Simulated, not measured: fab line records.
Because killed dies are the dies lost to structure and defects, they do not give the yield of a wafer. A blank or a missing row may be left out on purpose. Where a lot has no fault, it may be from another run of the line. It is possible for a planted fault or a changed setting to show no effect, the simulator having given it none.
fab line records :: flow sky130 :: part 2 of 2: steps 27 to 36 of 36
record:
  lots: 5
  wafers: 15
  lastDay: 50
route steps=708 shown LDD_LDN@291 SPACER@304 POLY_CUT@307 SD_P@320
lots untouched by any fault: they come from a run of this same line in which no faults occurred
startH: start of the lot's first displayed wafer, in hours after the record's first day :: waitH: time in hours since the lot's previous step :: " repeats the value in the row above :: L1.1+2: a row that stands for several wafers :: - either no value or no given start :: * or withheld: withheld :: < > ~ a bound
route shown NAME@n: names a module that has steps shown in the file, with the first one's number in the route :: usual: the fault-free wafers' mean and standard deviation :: same: alike in all rows :: chamber/n: place in a boat :: sites: per-site readings :: _std_site: the values' standard deviation :: _edge_site: outer sites' mean less inner sites' :: radiusMm: for every site, how far away it sits from the centre of the wafer :: mask NAME#n: copy n :: behind: the last tool/chamber to shape the wafer :: hold: what put the lot on hold/how long, in hours/how the hold closed :: device: whichever transistor did not switch (one of n, p or np) :: end of line: tests run on the same wafers once the route is complete :: a step with no rows: only its recipe :: killed: the dies lost at the first sort to structure and to defects; this is not the yield of the wafer :: map: per-die view of a wafer (x killed, . not killed, _ where there is no die)
set.NAME: the setting that was run; set.NAME@STEP: the one run at that earlier step :: model.NAME: the simulator's own value behind a step, which no gauge read
certain route steps with their lots: each step a table, each wafer a row
services: from which hour (startH, from the record's first day; less than 0 if before it) a tool's chamber was out of use, for how many hours, and why
== steps ==
step: SKY_POLY_CUT_ETCH_10
recipe:
  chemistry: N2/H2
  target: BARC
  ionEnergyEv: 200
  sourceW: 500
  biasW: 100
  pressureMtorr: 30
  n2FlowSccm: 100
  h2FlowSccm: 200
  stopOn: SiO2
  timeS: 45.9
  targetDepthA: 600
usual:
  chamberPressureMTorr: 30.000/0.026
  drypumpMotorCurrentA: 5.6/0.48
  h2FlowSccm: 200.0/0.59
  n2FlowSccm: 100.0/0.34
  oesProductAu: 0.855/0.0047
  rfFwdPowerW: 495.6/2.1
  throttleValvePct: 13.225/0.0089
lot.wafer: L075.1
tool: rieDiel-04
chamber: 2
startH: 568.37
waitH: 0.0
chamberPressureMTorr: 29.995
drypumpMotorCurrentA: 4.8
h2FlowSccm: 200.7
n2FlowSccm: 99.6
oesProductAu: 0.855
rfFwdPowerW: 498.3
rfHoursCounterH: 5
throttleValvePct: 13.226

lot.wafer: L075.4
tool: rieDiel-04
chamber: 3
startH: 568.37
waitH: 0.0
chamberPressureMTorr: 29.993
drypumpMotorCurrentA: 5.8
h2FlowSccm: 200.4
n2FlowSccm: 99.6
oesProductAu: 0.860
rfFwdPowerW: 499.5
rfHoursCounterH: 18
throttleValvePct: 13.228

lot.wafer: L075.5
tool: rieDiel-04
chamber: 0
startH: 568.37
waitH: 0.0
chamberPressureMTorr: 30.066
drypumpMotorCurrentA: 5.6
h2FlowSccm: 200.3
n2FlowSccm: 99.9
oesProductAu: 0.857
rfFwdPowerW: 490.5
rfHoursCounterH: -
throttleValvePct: 13.240

lot.wafer: L090.1
tool: rieDiel-01
chamber: 0
startH: 694.17
waitH: 0.0
chamberPressureMTorr: 30.006
drypumpMotorCurrentA: 5.7
h2FlowSccm: 199.5
n2FlowSccm: 100.0
oesProductAu: 0.848
rfFwdPowerW: 497.2
rfHoursCounterH: 20
throttleValvePct: 13.221

lot.wafer: L090.2
tool: rieDiel-01
chamber: 1
startH: 694.17
waitH: 0.0
chamberPressureMTorr: 30.000
drypumpMotorCurrentA: 6.4
h2FlowSccm: 200.6
n2FlowSccm: 100.3
oesProductAu: 0.846
rfFwdPowerW: 492.4
rfHoursCounterH: 5
throttleValvePct: 13.231

lot.wafer: L090.6
tool: rieDiel-01
chamber: 2
startH: 694.17
waitH: 0.0
chamberPressureMTorr: 30.036
drypumpMotorCurrentA: 5.6
h2FlowSccm: 199.3
n2FlowSccm: 100.2
oesProductAu: 0.854
rfFwdPowerW: 496.1
rfHoursCounterH: -
throttleValvePct: 13.227

lot.wafer: L093.2
tool: rieDiel-01
chamber: 1
startH: 710.49
waitH: 0.0
chamberPressureMTorr: 29.989
drypumpMotorCurrentA: 6.4
h2FlowSccm: 199.0
n2FlowSccm: 99.7
oesProductAu: 0.860
rfFwdPowerW: 496.4
rfHoursCounterH: 5
throttleValvePct: 13.226

lot.wafer: L093.3
tool: rieDiel-01
chamber: 0
startH: 710.49
waitH: 0.0
chamberPressureMTorr: 29.992
drypumpMotorCurrentA: 5.7
h2FlowSccm: 200.4
n2FlowSccm: 100.2
oesProductAu: 0.866
rfFwdPowerW: 496.7
rfHoursCounterH: 20
throttleValvePct: 13.206

lot.wafer: L093.6
tool: rieDiel-01
chamber: 0
startH: 710.49
waitH: 0.0
chamberPressureMTorr: 29.930
drypumpMotorCurrentA: 5.7
h2FlowSccm: 200.6
n2FlowSccm: 100.2
oesProductAu: 0.851
rfFwdPowerW: 497.8
rfHoursCounterH: -
throttleValvePct: 13.218

lot.wafer: L094.1
tool: rieDiel-01
chamber: 3
startH: 719.97
waitH: 0.0
chamberPressureMTorr: 29.991
drypumpMotorCurrentA: 4.9
h2FlowSccm: 199.3
n2FlowSccm: 100.2
oesProductAu: 0.859
rfFwdPowerW: 494.8
rfHoursCounterH: 3
throttleValvePct: 13.226

lot.wafer: L094.2
tool: rieDiel-01
chamber: 1
startH: 719.97
waitH: 0.0
chamberPressureMTorr: 30.019
drypumpMotorCurrentA: 6.3
h2FlowSccm: 199.7
n2FlowSccm: 100.2
oesProductAu: 0.853
rfFwdPowerW: 495.3
rfHoursCounterH: 5
throttleValvePct: 13.224

lot.wafer: L094.4
tool: rieDiel-01
chamber: 2
startH: 719.97
waitH: 0.0
chamberPressureMTorr: 30.020
drypumpMotorCurrentA: 5.6
h2FlowSccm: 201.2
n2FlowSccm: 99.8
oesProductAu: 0.855
rfFwdPowerW: 495.8
rfHoursCounterH: 2
throttleValvePct: 13.230

lot.wafer: L097.4
tool: rieDiel-02
chamber: 3
startH: 740.09
waitH: 0.0
chamberPressureMTorr: 29.980
drypumpMotorCurrentA: 5.4
h2FlowSccm: 200.0
n2FlowSccm: 100.5
oesProductAu: 0.857
rfFwdPowerW: 492.7
rfHoursCounterH: -
throttleValvePct: 13.226

lot.wafer: L097.5
tool: rieDiel-02
chamber: 0
startH: 740.09
waitH: 0.0
chamberPressureMTorr: 30.036
drypumpMotorCurrentA: 6.0
h2FlowSccm: 199.5
n2FlowSccm: 100.1
oesProductAu: 0.859
rfFwdPowerW: 495.7
rfHoursCounterH: -
throttleValvePct: 13.234

lot.wafer: L097.6
tool: rieDiel-02
chamber: 1
startH: 740.09
waitH: 0.0
chamberPressureMTorr: 30.037
drypumpMotorCurrentA: 6.1
h2FlowSccm: 200.0
n2FlowSccm: 100.1
oesProductAu: 0.854
rfFwdPowerW: 494.6
rfHoursCounterH: -
throttleValvePct: 13.229
step: SKY_POLY_CUT_ETCH_11
recipe:
  target: Si3N4
  chemistry: CF4/CH2F2/Ar
  stopOn: poly-Si
  sourceW: 600
  biasW: 150
  pressureMtorr: 40
  cf4FlowSccm: 40
  ch2f2FlowSccm: 20
  Ar_flow_sccm: 150
  timeS: 42.5
  targetDepthA: 600
usual:
  chamberPressureMTorr: 40.01/0.036
  drypumpMotorCurrentA: 5.6/0.48
  oesProductAu: 0.830/0.006
  rfFwdPowerW: 594.4/2.3
  throttleValvePct: 14.994/0.0085
lot.wafer: L075.1
tool: rieDiel-04
chamber: 2
startH: 568.41
waitH: 0.0
chamberPressureMTorr: 39.97
drypumpMotorCurrentA: 4.8
oesProductAu: 0.820
rfFwdPowerW: 597.7
rfHoursCounterH: 5
throttleValvePct: 14.994

lot.wafer: L075.4
tool: rieDiel-04
chamber: 3
startH: 568.41
waitH: 0.0
chamberPressureMTorr: 40.11
drypumpMotorCurrentA: 5.9
oesProductAu: 0.837
rfFwdPowerW: 598.8
rfHoursCounterH: 18
throttleValvePct: 14.994

lot.wafer: L075.5
tool: rieDiel-04
chamber: 0
startH: 568.41
waitH: 0.0
chamberPressureMTorr: 40.00
drypumpMotorCurrentA: 5.6
oesProductAu: 0.831
rfFwdPowerW: 591.4
rfHoursCounterH: -
throttleValvePct: 14.991

lot.wafer: L090.1
tool: rieDiel-01
chamber: 0
startH: 694.21
waitH: 0.0
chamberPressureMTorr: 40.01
drypumpMotorCurrentA: 5.6
oesProductAu: 0.821
rfFwdPowerW: 599.2
rfHoursCounterH: 20
throttleValvePct: 14.981

lot.wafer: L090.2
tool: rieDiel-01
chamber: 1
startH: 694.21
waitH: 0.0
chamberPressureMTorr: 39.97
drypumpMotorCurrentA: 6.3
oesProductAu: 0.830
rfFwdPowerW: 597.3
rfHoursCounterH: 5
throttleValvePct: 14.996

lot.wafer: L090.6
tool: rieDiel-01
chamber: 2
startH: 694.21
waitH: 0.0
chamberPressureMTorr: 40.05
drypumpMotorCurrentA: 5.6
oesProductAu: 0.834
rfFwdPowerW: 595.4
rfHoursCounterH: -
throttleValvePct: 15.003

lot.wafer: L093.2
tool: rieDiel-01
chamber: 1
startH: 710.54
waitH: 0.0
chamberPressureMTorr: 40.03
drypumpMotorCurrentA: 6.3
oesProductAu: 0.831
rfFwdPowerW: 591.3
rfHoursCounterH: 5
throttleValvePct: 14.987

lot.wafer: L093.3
tool: rieDiel-01
chamber: 0
startH: 710.54
waitH: 0.0
chamberPressureMTorr: 40.03
drypumpMotorCurrentA: 5.7
oesProductAu: 0.827
rfFwdPowerW: 597.6
rfHoursCounterH: 20
throttleValvePct: 14.989

lot.wafer: L093.6
tool: rieDiel-01
chamber: 0
startH: 710.54
waitH: 0.0
chamberPressureMTorr: 40.03
drypumpMotorCurrentA: 5.7
oesProductAu: 0.837
rfFwdPowerW: 595.5
rfHoursCounterH: -
throttleValvePct: 14.987

lot.wafer: L094.1
tool: rieDiel-01
chamber: 3
startH: 720.01
waitH: 0.0
chamberPressureMTorr: 39.97
drypumpMotorCurrentA: 4.9
oesProductAu: 0.833
rfFwdPowerW: 596.5
rfHoursCounterH: 3
throttleValvePct: 15.004

lot.wafer: L094.2
tool: rieDiel-01
chamber: 1
startH: 720.01
waitH: 0.0
chamberPressureMTorr: 40.00
drypumpMotorCurrentA: 6.3
oesProductAu: 0.832
rfFwdPowerW: 593.5
rfHoursCounterH: 5
throttleValvePct: 15.000

lot.wafer: L094.4
tool: rieDiel-01
chamber: 2
startH: 720.01
waitH: 0.0
chamberPressureMTorr: 39.98
drypumpMotorCurrentA: 5.6
oesProductAu: 0.826
rfFwdPowerW: 595.5
rfHoursCounterH: 2
throttleValvePct: 15.000

lot.wafer: L097.4
tool: rieDiel-02
chamber: 3
startH: 740.13
waitH: 0.0
chamberPressureMTorr: 40.02
drypumpMotorCurrentA: 5.5
oesProductAu: 0.819
rfFwdPowerW: 594.5
rfHoursCounterH: -
throttleValvePct: 14.980

lot.wafer: L097.5
tool: rieDiel-02
chamber: 0
startH: 740.13
waitH: 0.0
chamberPressureMTorr: 39.99
drypumpMotorCurrentA: 6.0
oesProductAu: 0.825
rfFwdPowerW: 593.1
rfHoursCounterH: -
throttleValvePct: 15.007

lot.wafer: L097.6
tool: rieDiel-02
chamber: 1
startH: 740.13
waitH: 0.0
chamberPressureMTorr: 40.02
drypumpMotorCurrentA: 6.1
oesProductAu: 0.836
rfFwdPowerW: 594.8
rfHoursCounterH: -
throttleValvePct: 14.981
step: SKY_POLY_CUT_STRIP_12
recipe:
  chemistry: O2/N2
  powerW: 1400
  pressureMtorr: 1500
  platenTempC: withheld
  o2FlowSccm: 3000
  n2FlowSccm: 300
  overashFraction: 0.5
usual:
  chamberPressureMTorr: 1500.1/1.5
  drypumpMotorCurrentA: 5.94/0.16
  n2FlowSccm: 299.9/0.87
  oesProductAu: 0.452/0.0043
  stripTimeToEndpointS: 5.360/0.017
lot.wafer: L075.1
tool: plasmaAsher-04
chamber: 0
startH: 568.45
waitH: 0.0
chamberPressureMTorr: 1502.0
drypumpMotorCurrentA: 6.06
n2FlowSccm: 300.1
oesProductAu: 0.450
rfHoursCounterH: 75
stripTimeToEndpointS: 5.343

lot.wafer: L075.4
tool: plasmaAsher-04
chamber: 0
startH: 568.45
waitH: 0.0
chamberPressureMTorr: 1499.7
drypumpMotorCurrentA: 6.07
n2FlowSccm: 300.1
oesProductAu: 0.448
rfHoursCounterH: -
stripTimeToEndpointS: 5.347

lot.wafer: L075.5
tool: plasmaAsher-04
chamber: 1
startH: 568.45
waitH: 0.0
chamberPressureMTorr: 1498.6
drypumpMotorCurrentA: 5.99
n2FlowSccm: 299.3
oesProductAu: 0.458
rfHoursCounterH: -
stripTimeToEndpointS: 5.345

lot.wafer: L090.1
tool: plasmaAsher-01
chamber: 0
startH: 694.25
waitH: 0.0
chamberPressureMTorr: 1499.4
drypumpMotorCurrentA: 5.73
n2FlowSccm: 299.8
oesProductAu: 0.451
rfHoursCounterH: 27
stripTimeToEndpointS: 5.341

lot.wafer: L090.2
tool: plasmaAsher-01
chamber: 1
startH: 694.25
waitH: 0.0
chamberPressureMTorr: 1500.1
drypumpMotorCurrentA: 5.71
n2FlowSccm: 298.1
oesProductAu: 0.448
rfHoursCounterH: 27
stripTimeToEndpointS: 5.330

lot.wafer: L090.6
tool: plasmaAsher-01
chamber: 0
startH: 694.25
waitH: 0.0
chamberPressureMTorr: 1499.1
drypumpMotorCurrentA: 5.71
n2FlowSccm: 300.5
oesProductAu: 0.459
rfHoursCounterH: -
stripTimeToEndpointS: 5.341

lot.wafer: L093.2
tool: plasmaAsher-04
chamber: 0
startH: 710.58
waitH: 0.0
chamberPressureMTorr: 1499.6
drypumpMotorCurrentA: 6.08
n2FlowSccm: 299.6
oesProductAu: 0.457
rfHoursCounterH: 89
stripTimeToEndpointS: 5.383

lot.wafer: L093.3
tool: plasmaAsher-04
chamber: 1
startH: 710.58
waitH: 0.0
chamberPressureMTorr: 1501.0
drypumpMotorCurrentA: 5.95
n2FlowSccm: 298.9
oesProductAu: 0.453
rfHoursCounterH: -
stripTimeToEndpointS: 5.366

lot.wafer: L093.6
tool: plasmaAsher-04
chamber: 0
startH: 710.58
waitH: 0.0
chamberPressureMTorr: 1499.6
drypumpMotorCurrentA: 6.06
n2FlowSccm: 300.5
oesProductAu: 0.456
rfHoursCounterH: -
stripTimeToEndpointS: 5.347

lot.wafer: L094.1
tool: plasmaAsher-03
chamber: 1
startH: 720.05
waitH: 0.0
chamberPressureMTorr: 1503.0
drypumpMotorCurrentA: 6.01
n2FlowSccm: 300.4
oesProductAu: 0.459
rfHoursCounterH: 58
stripTimeToEndpointS: 5.357

lot.wafer: L094.2
tool: plasmaAsher-03
chamber: 0
startH: 720.05
waitH: 0.0
chamberPressureMTorr: 1499.2
drypumpMotorCurrentA: 6.14
n2FlowSccm: 301.2
oesProductAu: 0.451
rfHoursCounterH: 58
stripTimeToEndpointS: 5.350

lot.wafer: L094.4
tool: plasmaAsher-03
chamber: 0
startH: 720.05
waitH: 0.0
chamberPressureMTorr: 1500.4
drypumpMotorCurrentA: 6.16
n2FlowSccm: 301.4
oesProductAu: 0.452
rfHoursCounterH: -
stripTimeToEndpointS: 5.334

lot.wafer: L097.4
tool: plasmaAsher-01
chamber: 0
startH: 740.19
waitH: 0.0
chamberPressureMTorr: 1501.0
drypumpMotorCurrentA: 5.72
n2FlowSccm: 302.0
oesProductAu: 0.455
rfHoursCounterH: -
stripTimeToEndpointS: 5.344

lot.wafer: L097.5
tool: plasmaAsher-01
chamber: 0
startH: 740.19
waitH: 0.0
chamberPressureMTorr: 1501.3
drypumpMotorCurrentA: 5.71
n2FlowSccm: 299.2
oesProductAu: 0.454
rfHoursCounterH: -
stripTimeToEndpointS: 5.363

lot.wafer: L097.6
tool: plasmaAsher-01
chamber: 1
startH: 740.19
waitH: 0.0
chamberPressureMTorr: 1501.7
drypumpMotorCurrentA: 5.75
n2FlowSccm: 299.1
oesProductAu: 0.455
rfHoursCounterH: -
stripTimeToEndpointS: 5.373
step: SKY_SD_P_DEHYDRATE_00
recipe:
  tempC: 200
  timeS: 60
lot.wafer: L075.1+4+5
tool: lithoTrack-02
chamber: 0
startH: 582.42
waitH: 13.9

lot.wafer: L090.1+2+6
tool: lithoTrack-02
chamber: 0
startH: 707.97
waitH: 13.7

lot.wafer: L093.2+3+6
tool: lithoTrack-01
chamber: 0
startH: 724.01
waitH: 13.4

lot.wafer: L094.1+2+4
tool: lithoTrack-02
chamber: 0
startH: 732.57
waitH: 12.5

lot.wafer: L097.4+5+6
tool: lithoTrack-01
chamber: 0
startH: 752.31
waitH: 12.1
step: SKY_SD_P_HMDS_01
recipe:
  primeTimeS: 60
  primeTempC: 120
lot.wafer: L075.1+4+5
tool: lithoTrack-02
chamber: 0
startH: 582.57
waitH: 0.1

lot.wafer: L090.1+2+6
tool: lithoTrack-02
chamber: 0
startH: 708.12
waitH: 0.1

lot.wafer: L093.2+3+6
tool: lithoTrack-01
chamber: 0
startH: 724.16
waitH: 0.1

lot.wafer: L094.1+2+4
tool: lithoTrack-02
chamber: 0
startH: 732.72
waitH: 0.1

lot.wafer: L097.4+5+6
tool: lithoTrack-01
chamber: 0
startH: 752.46
waitH: 0.1
step: SKY_SD_P_COAT_02
recipe:
  resist: NOVOLAK
  spinRpm: 3000
  resistThkNm: 1140
usual:
  dispensePressureKPa: 52/3.7
  spinSpeedRpm: 2999.8/1.8
lot.wafer: L075.1
tool: lithoTrack-02
chamber: 0
startH: 582.72
waitH: 0.1
dispensePressureKPa: 47
spinSpeedRpm: 2997.8

lot.wafer: L075.4
tool: lithoTrack-02
chamber: 0
startH: 582.72
waitH: 0.1
dispensePressureKPa: 47
spinSpeedRpm: 2997.9

lot.wafer: L075.5
tool: lithoTrack-02
chamber: 0
startH: 582.72
waitH: 0.1
dispensePressureKPa: 47
spinSpeedRpm: 3001.6

lot.wafer: L090.1
tool: lithoTrack-02
chamber: 0
startH: 708.27
waitH: 0.1
dispensePressureKPa: 47
spinSpeedRpm: 2999.4

lot.wafer: L090.2
tool: lithoTrack-02
chamber: 0
startH: 708.27
waitH: 0.1
dispensePressureKPa: 47
spinSpeedRpm: 2998.1

lot.wafer: L090.6
tool: lithoTrack-02
chamber: 0
startH: 708.27
waitH: 0.1
dispensePressureKPa: 47
spinSpeedRpm: 2998.0

lot.wafer: L093.2
tool: lithoTrack-01
chamber: 0
startH: 724.31
waitH: 0.1
dispensePressureKPa: 55
spinSpeedRpm: 2999.8

lot.wafer: L093.3
tool: lithoTrack-01
chamber: 0
startH: 724.31
waitH: 0.1
dispensePressureKPa: 55
spinSpeedRpm: 2999.8

lot.wafer: L093.6
tool: lithoTrack-01
chamber: 0
startH: 724.31
waitH: 0.1
dispensePressureKPa: 55
spinSpeedRpm: 2999.9

lot.wafer: L094.1
tool: lithoTrack-02
chamber: 0
startH: 732.87
waitH: 0.1
dispensePressureKPa: 47
spinSpeedRpm: 2999.2

lot.wafer: L094.2
tool: lithoTrack-02
chamber: 0
startH: 732.87
waitH: 0.1
dispensePressureKPa: 47
spinSpeedRpm: 3001.8

lot.wafer: L094.4
tool: lithoTrack-02
chamber: 0
startH: 732.87
waitH: 0.1
dispensePressureKPa: 47
spinSpeedRpm: 2999.7

lot.wafer: L097.4
tool: lithoTrack-01
chamber: 0
startH: 752.61
waitH: 0.1
dispensePressureKPa: 55
spinSpeedRpm: 3000.6

lot.wafer: L097.5
tool: lithoTrack-01
chamber: 0
startH: 752.61
waitH: 0.1
dispensePressureKPa: 55
spinSpeedRpm: 2997.0

lot.wafer: L097.6
tool: lithoTrack-01
chamber: 0
startH: 752.61
waitH: 0.1
dispensePressureKPa: 55
spinSpeedRpm: 2998.8
step: SKY_SD_P_SOFTBAKE_03
recipe:
  tempC: 90
  timeS: 60
  resist: NOVOLAK
lot.wafer: L075.1+4+5
tool: lithoTrack-02
chamber: 0
startH: 582.87
waitH: 0.1

lot.wafer: L090.1+2+6
tool: lithoTrack-02
chamber: 0
startH: 708.42
waitH: 0.1

lot.wafer: L093.2+3+6
tool: lithoTrack-01
chamber: 0
startH: 724.46
waitH: 0.1

lot.wafer: L094.1+2+4
tool: lithoTrack-02
chamber: 0
startH: 733.02
waitH: 0.1

lot.wafer: L097.4+5+6
tool: lithoTrack-01
chamber: 0
startH: 752.76
waitH: 0.1
step: SKY_SD_P_EXPOSE_04
recipe:
  maskId: PSDM
  na: 0.6
  sourceShape: conventional
  sigmaOuter: 0.6
  polarization: unpolarized
  targetCdNm: 380
  doseMj: 138
usual:
  reticleTempC: 23.00/0.1
lot.wafer: L075.1
tool: ilineStepper-01
chamber: 0
startH: -
waitH: -
mask: PSDM#0
reticleTempC: 23.14

lot.wafer: L075.4
tool: ilineStepper-01
chamber: 0
startH: -
waitH: -
mask: PSDM#0
reticleTempC: 22.92

lot.wafer: L075.5
tool: ilineStepper-01
chamber: 0
startH: -
waitH: -
mask: PSDM#0
reticleTempC: 23.03

lot.wafer: L090.1
tool: ilineStepper-01
chamber: 0
startH: -
waitH: -
mask: PSDM#0
reticleTempC: 22.97

lot.wafer: L090.2
tool: ilineStepper-01
chamber: 0
startH: -
waitH: -
mask: PSDM#0
reticleTempC: 22.78

lot.wafer: L090.6
tool: ilineStepper-01
chamber: 0
startH: -
waitH: -
mask: PSDM#0
reticleTempC: 22.78

lot.wafer: L093.2
tool: ilineStepper-02
chamber: 0
startH: -
waitH: -
mask: PSDM#0
reticleTempC: 22.90

lot.wafer: L093.3
tool: ilineStepper-02
chamber: 0
startH: -
waitH: -
mask: PSDM#0
reticleTempC: 22.89

lot.wafer: L093.6
tool: ilineStepper-02
chamber: 0
startH: -
waitH: -
mask: PSDM#0
reticleTempC: 22.92

lot.wafer: L094.1
tool: ilineStepper-02
chamber: 0
startH: -
waitH: -
mask: PSDM#0
reticleTempC: 22.99

lot.wafer: L094.2
tool: ilineStepper-02
chamber: 0
startH: -
waitH: -
mask: PSDM#0
reticleTempC: 23.10

lot.wafer: L094.4
tool: ilineStepper-02
chamber: 0
startH: -
waitH: -
mask: PSDM#0
reticleTempC: 22.98

lot.wafer: L097.4
tool: ilineStepper-01
chamber: 0
startH: -
waitH: -
mask: PSDM#0
reticleTempC: 22.99

lot.wafer: L097.5
tool: ilineStepper-01
chamber: 0
startH: -
waitH: -
mask: PSDM#0
reticleTempC: 23.07

lot.wafer: L097.6
tool: ilineStepper-01
chamber: 0
startH: -
waitH: -
mask: PSDM#0
reticleTempC: 22.91
step: SKY_SD_P_PEB_05
recipe:
  tempC: withheld
  timeS: *
  resist: NOVOLAK
lot.wafer: L075.1+4+5
tool: lithoTrack-01
chamber: 0
startH: -
waitH: -

lot.wafer: L090.1+2+6
tool: lithoTrack-01
chamber: 0
startH: -
waitH: -

lot.wafer: L093.2+3+6
tool: lithoTrack-01
chamber: 0
startH: -
waitH: -

lot.wafer: L094.1+2+4
tool: lithoTrack-01
chamber: 0
startH: -
waitH: -

lot.wafer: L097.4+5+6
tool: lithoTrack-01
chamber: 0
startH: -
waitH: -
step: SKY_SD_P_DEVELOP_06
recipe:
  resist: NOVOLAK
  developer: TMAH
  developTimeS: 60
  devTempC: 23
lot.wafer: L075.1+4+5
tool: lithoTrack-01
chamber: 0
startH: 597.79
waitH: 0.1

lot.wafer: L090.1+2+6
tool: lithoTrack-01
chamber: 0
startH: 722.14
waitH: 0.1

lot.wafer: L093.2+3+6
tool: lithoTrack-01
chamber: 0
startH: 738.21
waitH: 0.1

lot.wafer: L094.1+2+4
tool: lithoTrack-01
chamber: 0
startH: 746.54
waitH: 0.1

lot.wafer: L097.4+5+6
tool: lithoTrack-01
chamber: 0
startH: 765.46
waitH: 0.1
== services ==
tool: rieDiel-01
chamber: -
startH: 509.51
hours: 14.6
kind: pm

tool: implanter-01
chamber: -
startH: 516.66
hours: 3.5
kind: pm

tool: ilineStepper-02
chamber: -
startH: 520.06
hours: 3.8
kind: repair

tool: implanter-01
chamber: -
startH: 522.52
hours: 2.6
kind: repair

tool: implanter-03
chamber: -
startH: 523.35
hours: 3.8
kind: pm

tool: ilineStepper-01
chamber: -
startH: 539.55
hours: 8.9
kind: pm

tool: implanter-01
chamber: -
startH: 541.86
hours: 3.3
kind: repair

tool: rieDiel-01
chamber: 3
startH: 542.17
hours: 5.9
kind: repair

tool: implanter-01
chamber: -
startH: 569.36
hours: 2.3
kind: repair

tool: plasmaAsher-04
chamber: -
startH: 579.72
hours: 8.7
kind: repair

tool: implanter-01
chamber: -
startH: 587.72
hours: 6.8
kind: repair

tool: implanter-04
chamber: -
startH: 594.60
hours: 5.6
kind: repair

tool: rieDiel-01
chamber: 1
startH: 603.09
hours: 8.5
kind: repair

tool: rieDiel-01
chamber: 3
startH: 618.38
hours: 1.3
kind: repair

tool: plasmaAsher-04
chamber: -
startH: 633.38
hours: 4.5
kind: repair

tool: rieDiel-01
chamber: 3
startH: 649.66
hours: 4.7
kind: repair

tool: implanter-01
chamber: -
startH: 665.08
hours: 4.5
kind: repair

tool: implanter-04
chamber: -
startH: 667.01
hours: 1.0
kind: repair

tool: ilineStepper-01
chamber: -
startH: 671.37
hours: 1.7
kind: pm

tool: ilineStepper-01
chamber: -
startH: 677.04
hours: 3.7
kind: repair

tool: plasmaAsher-04
chamber: -
startH: 683.46
hours: 4.0
kind: pm

tool: implanter-01
chamber: -
startH: 716.93
hours: 1.6
kind: repair

tool: lpcvd-02
chamber: -
startH: 741.87
hours: 6.0
kind: pm

tool: rieDiel-01
chamber: -
startH: 747.91
hours: 2.8
kind: pm
